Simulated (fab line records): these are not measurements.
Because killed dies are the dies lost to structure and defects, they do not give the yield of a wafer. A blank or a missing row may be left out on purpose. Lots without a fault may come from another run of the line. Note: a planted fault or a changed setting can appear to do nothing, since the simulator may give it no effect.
Which tool is to blame? -- flow sky130 -- 72 wafers from 24 lots sampled at 6 of the route's 708 steps

## WHAT THE GAUGES SHOWED, per wafer
SKY_LI_CONTACT_THK_MEAS_01. Usual: LI_CONTACT_HDPCVD_THK gives 927 nm (standard deviation 7.9).
lot,measured,on,LI_CONTACT_HDPCVD_THK (nm),flag
L074,day 27 17:16,film_metro-01,921 930 935,
L075,day 28 08:17,film_metro-02,922 925 929,
L076,day 28 11:13,film_metro-02,944 922 940,
L077,day 29 01:29,film_metro-03,922 925 914,
L078,day 29 11:21,film_metro-03,920 942 917,
L079,day 29 16:28,film_metro-02,941 931 934,
L080,day 29 19:42,film_metro-01,931 922 939,
L081,day 30 04:15,film_metro-02,920 917 931,
L082,day 30 23:32,film_metro-01,913 919 918,
L083,day 31 00:31,film_metro-01,928 944 928,
L084,day 31 09:25,film_metro-01,920 928 928,
L085,day 31 19:19,film_metro-01,930 926 932,
L086,day 32 03:41,film_metro-01,924 933 924,
L087,day 32 10:10,film_metro-03,939 935 920,
L088,day 32 15:46,film_metro-02,926 929 928,
L089,day 32 21:50,film_metro-02,933 928 943,
L090,day 33 10:43,film_metro-02,924 922 927,
L092,day 33 18:53,film_metro-03,903 923 918,
L091,day 33 19:08,film_metro-02,938 929 938,
L093,day 34 04:02,film_metro-02,924 928 925,
L094,day 34 14:44,film_metro-03,922 917 926,
L095,day 34 17:01,film_metro-02,941 925 921,
L096,day 35 11:45,film_metro-02,919 919 925,
L097,day 35 04:16,film_metro-01,937 925 927,

SKY_VIA2_OVL_MEAS_13. Usual: VIA2_OVL gives 1 nm (standard deviation 5.9).
lot,measured,on,VIA2_OVL (nm),flag
L074,day 35 23:14,overlay-02,8 2 2,
L075,day 36 13:57,overlay-02,-3 -4 -3,
L076,day 36 18:31,overlay-02,-3 -7 -5,
L077,day 37 09:24,overlay-02,9 7 7,
L078,day 37 16:23,overlay-02,7 4 4,
L079,day 37 20:21,overlay-02,10 6 7,
L080,day 37 22:04,overlay-01,-9 -7 -1,
L081,day 38 08:05,overlay-01,1 -3 1,
L082,day 39 01:26,overlay-02,14 11 15,
L083,day 39 01:57,overlay-02,-7 -6 -4,
L084,day 39 14:13,overlay-01,8 11 4,
L085,day 39 18:14,overlay-01,-7 -4 -4,
L086,day 40 02:26,overlay-02,4 3 6,
L087,day 40 08:11,overlay-01,3 -2 -3,
L088,day 40 12:57,overlay-01,-3 -5 -9,
L089,day 40 18:27,overlay-01,14 1 13,
L090,day 41 09:43,overlay-02,3 5 -2,
L092,day 41 15:51,overlay-02,-6 -1 -4,
L091,day 41 18:46,overlay-01,6 12 5,
L093,day 41 21:45,overlay-02,5 2 -6,
L094,day 42 09:36,overlay-02,4 -2 0,
L095,day 42 11:23,overlay-02,-3 -6 -10,
L096,day 43 02:40,overlay-02,3 4 4,
L097,day 42 20:46,overlay-02,-7 -3 0,

SKY_CAPM_RS_MEAS_03: measures by four-point-probe. Usual: CAPM_TIN_RS gives 6.66 ohm/sq (standard deviation 0.061).
lot,measured,on,CAPM_TIN_RS (ohm/sq),flag
L074,day 36 01:04,film_metro-02,6.63 6.66 6.60,
L075,day 36 15:46,film_metro-04,6.82 6.73 6.86,
L076,day 36 20:16,film_metro-02,6.63 6.61 6.63,
L077,day 37 11:11,film_metro-03,6.66 6.65 6.63,
L078,day 37 18:10,film_metro-04,6.60 6.58 6.57,
L079,day 37 22:11,film_metro-04,6.69 6.66 6.62,
L080,day 37 23:49,film_metro-04,6.58 6.63 6.62,
L081,day 38 09:53,film_metro-02,6.60 6.62 6.59,
L082,day 39 03:11,film_metro-03,6.64 6.62 6.59,
L083,day 39 03:52,film_metro-03,6.58 6.67 6.64,
L084,day 39 16:01,film_metro-02,6.70 6.74 6.71,
L085,day 39 20:01,film_metro-03,6.75 6.72 6.70,
L086,day 40 04:13,film_metro-04,6.76 6.69 6.71,
L087,day 40 09:58,film_metro-04,6.64 6.67 6.63,
L088,day 40 14:42,film_metro-04,6.66 6.69 6.72,
L089,day 40 20:14,film_metro-02,6.63 6.63 6.58,
L090,day 41 11:32,film_metro-02,6.69 6.73 6.65,
L092,day 41 17:56,film_metro-02,6.64 6.60 6.57,
L091,day 41 20:31,film_metro-02,6.67 6.66 6.67,
L093,day 41 23:31,film_metro-04,6.60 6.60 6.64,
L094,day 42 11:23,film_metro-04,6.63 6.63 6.68,
L095,day 42 13:10,film_metro-02,6.80 6.77 6.80,
L096,day 43 04:26,film_metro-02,6.58 6.54 6.60,
L097,day 42 22:43,film_metro-02,6.62 6.70 6.63,

## WHAT TOOL EACH LOT RAN ON (gives the tool, then ch and the chambers of the sampled wafers, and finally the start)
lot,SKY_LDD_N_STRIP_16,SKY_METAL3_SPUTTER_02,SKY_CAPM_SPUTTER_02
L074,"plasma_asher-02 ch 0,1, day 17 11:26","pvd_sputter-02, day 36 00:44","pvd_sputter-03, day 36 00:56"
L075,"plasma_asher-03 ch 0,1, day 17 22:58","pvd_sputter-02, day 36 15:28","pvd_sputter-03, day 36 15:40"
L076,"plasma_asher-04 ch 0,1, day 18 07:22","pvd_sputter-02, day 36 19:58","pvd_sputter-03, day 36 20:10"
L077,"plasma_asher-02 ch 0,1, day 18 22:09","pvd_sputter-02, day 37 10:50","pvd_sputter-03, day 37 11:02"
L078,"plasma_asher-02 ch 0,1, day 19 03:07","pvd_sputter-04, day 37 17:52","pvd_sputter-02, day 37 18:03"
L079,"plasma_asher-02 ch 0,1, day 19 16:33","pvd_sputter-02, day 37 21:49","pvd_sputter-03, day 37 22:01"
L080,"plasma_asher-04 ch 0,1, day 19 22:04","pvd_sputter-02, day 37 23:31","pvd_sputter-04, day 37 23:43"
L081,"plasma_asher-02 ch 0,1, day 20 05:31","pvd_sputter-01, day 38 09:32","pvd_sputter-02, day 38 09:44"
L082,"plasma_asher-04 ch 0, day 21 02:17","pvd_sputter-04, day 39 02:53","pvd_sputter-02, day 39 03:05"
L083,"plasma_asher-02 ch 0,1, day 21 02:22","pvd_sputter-02, day 39 03:34","pvd_sputter-04, day 39 03:45"
L084,"plasma_asher-02 ch 0,1, day 21 13:00","pvd_sputter-01, day 39 15:40","pvd_sputter-04, day 39 15:50"
L085,"plasma_asher-04 ch 0,1, day 21 22:54","pvd_sputter-02, day 39 19:41","pvd_sputter-04, day 39 19:52"
L086,"plasma_asher-04 ch 0,1, day 22 08:28","pvd_sputter-04, day 40 03:52","pvd_sputter-03, day 40 04:04"
L087,"plasma_asher-04 ch 0,1, day 22 17:20","pvd_sputter-02, day 40 09:38","pvd_sputter-03, day 40 09:49"
L088,"plasma_asher-04 ch 0,1, day 22 22:33","pvd_sputter-01, day 40 14:24","pvd_sputter-02, day 40 14:35"
L089,"plasma_asher-04 ch 0,1, day 23 04:36","pvd_sputter-02, day 40 19:56","pvd_sputter-04, day 40 20:08"
L090,"plasma_asher-02 ch 0,1, day 23 17:07","pvd_sputter-04, day 41 11:13","pvd_sputter-03, day 41 11:24"
L092,"plasma_asher-03 ch 0,1, day 24 05:53","pvd_sputter-02, day 41 17:38","pvd_sputter-03, day 41 17:50"
L091,"plasma_asher-02 ch 0,1, day 24 07:23","pvd_sputter-04, day 41 20:13","pvd_sputter-03, day 41 20:25"
L093,"plasma_asher-04 ch 0,1, day 24 13:24","pvd_sputter-04, day 41 23:13","pvd_sputter-02, day 41 23:24"
L094,"plasma_asher-02 ch 0,1, day 25 01:53","pvd_sputter-04, day 42 11:02","pvd_sputter-03, day 42 11:13"
L095,"plasma_asher-02 ch 0,1, day 25 05:50","pvd_sputter-04, day 42 12:49","pvd_sputter-02, day 42 13:01"
L096,"plasma_asher-04 ch 0,1, day 25 15:13","pvd_sputter-04, day 43 04:06","pvd_sputter-02, day 43 04:18"
L097,"plasma_asher-03 ch 0,1, day 25 21:36","pvd_sputter-04, day 42 22:25","pvd_sputter-03, day 42 22:36"
- SKY_LDD_N_STRIP_16: strips in O2/N2.
- SKY_METAL3_SPUTTER_02: material AlCu, target thk 735 nm, time 39.1 s.
- SKY_CAPM_SPUTTER_02: material TiN, target thk 200 nm, time 166.7 s.

## AS READ BY THE TOOLS THEMSELVES (means over the sampled wafers that have a number; for cases with no such wafer, the mark the record gives instead)
SKY_LDD_N_STRIP_16. Usual: chamber_pressure_mTorr 1499.9 mTorr, standard deviation 1.3; drypump_motor_current_A 5.8 A, standard deviation 0.43; oes_product_au 0.406 a.u., standard deviation 0.0044; strip_time_to_endpoint_s 4.308 s, standard deviation 0.015.
lot,tool,chamber_pressure_mTorr (mTorr),drypump_motor_current_A (A),oes_product_au (a.u.),strip_time_to_endpoint_s (s),flag
L074,plasma_asher-02,1500.0,5.8,0.404,4.315,
L075,plasma_asher-03,1501.8,5.6,0.404,4.287,
L076,plasma_asher-04,1500.0,6.1,0.409,4.312,
L077,plasma_asher-02,1500.5,5.9,0.406,4.312,
L078,plasma_asher-02,1499.7,5.5,0.402,4.320,
L079,plasma_asher-02,1500.6,5.9,0.409,4.325,
L080,plasma_asher-04,1500.8,5.8,0.405,4.295,
L081,plasma_asher-02,1498.9,5.9,0.407,4.298,
L082,plasma_asher-04,1499.1,5.6,0.410,4.311,
L083,plasma_asher-02,1499.6,5.6,0.406,4.310,
L084,plasma_asher-02,1499.3,5.8,0.401,4.310,
L085,plasma_asher-04,1498.9,6.1,0.407,4.319,
L086,plasma_asher-04,1501.9,5.9,0.413,4.316,
L087,plasma_asher-04,1499.3,6.1,0.406,4.298,
L088,plasma_asher-04,1499.2,6.1,0.404,4.286,
L089,plasma_asher-04,1499.9,6.1,0.406,4.300,
L090,plasma_asher-02,1500.5,5.9,0.405,4.297,
L092,plasma_asher-03,1499.6,5.4,0.408,4.312,
L091,plasma_asher-02,1499.1,5.6,0.406,4.308,
L093,plasma_asher-04,1499.2,6.1,0.403,4.317,
L094,plasma_asher-02,1499.7,5.6,0.405,4.300,
L095,plasma_asher-02,1499.3,5.5,0.407,4.299,
L096,plasma_asher-04,1500.5,5.8,0.410,4.304,
L097,plasma_asher-03,1500.7,5.4,0.403,4.331,

SKY_METAL3_SPUTTER_02. Usual: throttle_valve_pct 29.9 %, standard deviation 1.2.
lot,tool,throttle_valve_pct (%),flag
L074,pvd_sputter-02,30.0,
L075,pvd_sputter-02,28.1,
L076,pvd_sputter-02,29.3,
L077,pvd_sputter-02,31.1,
L078,pvd_sputter-04,30.0,
L079,pvd_sputter-02,29.3,
L080,pvd_sputter-02,29.6,
L081,pvd_sputter-01,29.8,
L082,pvd_sputter-04,29.8,
L083,pvd_sputter-02,29.3,
L084,pvd_sputter-01,28.4,
L085,pvd_sputter-02,30.0,
L086,pvd_sputter-04,30.1,
L087,pvd_sputter-02,30.8,
L088,pvd_sputter-01,31.1,
L089,pvd_sputter-02,29.7,
L090,pvd_sputter-04,30.3,
L092,pvd_sputter-02,28.3,
L091,pvd_sputter-04,29.7,
L093,pvd_sputter-04,30.2,
L094,pvd_sputter-04,30.3,
L095,pvd_sputter-04,30.0,
L096,pvd_sputter-04,30.1,
L097,pvd_sputter-04,29.9,

SKY_CAPM_SPUTTER_02. Usual: throttle_valve_pct 30.1 %, standard deviation 0.95.
lot,tool,throttle_valve_pct (%),flag
L074,pvd_sputter-03,30.8,
L075,pvd_sputter-03,29.9,
L076,pvd_sputter-03,30.6,
L077,pvd_sputter-03,30.8,
L078,pvd_sputter-02,29.8,
L079,pvd_sputter-03,30.5,
L080,pvd_sputter-04,30.4,
L081,pvd_sputter-02,30.7,
L082,pvd_sputter-02,28.8,
L083,pvd_sputter-04,30.2,
L084,pvd_sputter-04,29.9,
L085,pvd_sputter-04,30.3,
L086,pvd_sputter-03,30.5,
L087,pvd_sputter-03,30.3,
L088,pvd_sputter-02,30.4,
L089,pvd_sputter-04,29.8,
L090,pvd_sputter-03,30.5,
L092,pvd_sputter-03,30.6,
L091,pvd_sputter-03,30.2,
L093,pvd_sputter-02,30.0,
L094,pvd_sputter-03,30.2,
L095,pvd_sputter-02,31.2,
L096,pvd_sputter-02,28.6,
L097,pvd_sputter-03,30.4,

## THE ANSWER, worked out from the rows above alone
Rule: take the mean of a lot's wafers that have a number; if it is more than 3 standard deviations from the usual mean, the lot is off. Also off: a lot with no number at a reading for which 4 or more lots have one. All remaining lots with rows at the step are treated as sound. First the gauges in route order, then the tools' own readings, where a lot's mean is used as printed above. At the first step where some lot is off, the reading lying furthest off is the one used; lots without a number count as furthest.
No lot is off at any reading shown: from this, nothing can be told.

## WHAT WAS PUT IN BY THE SIMULATOR
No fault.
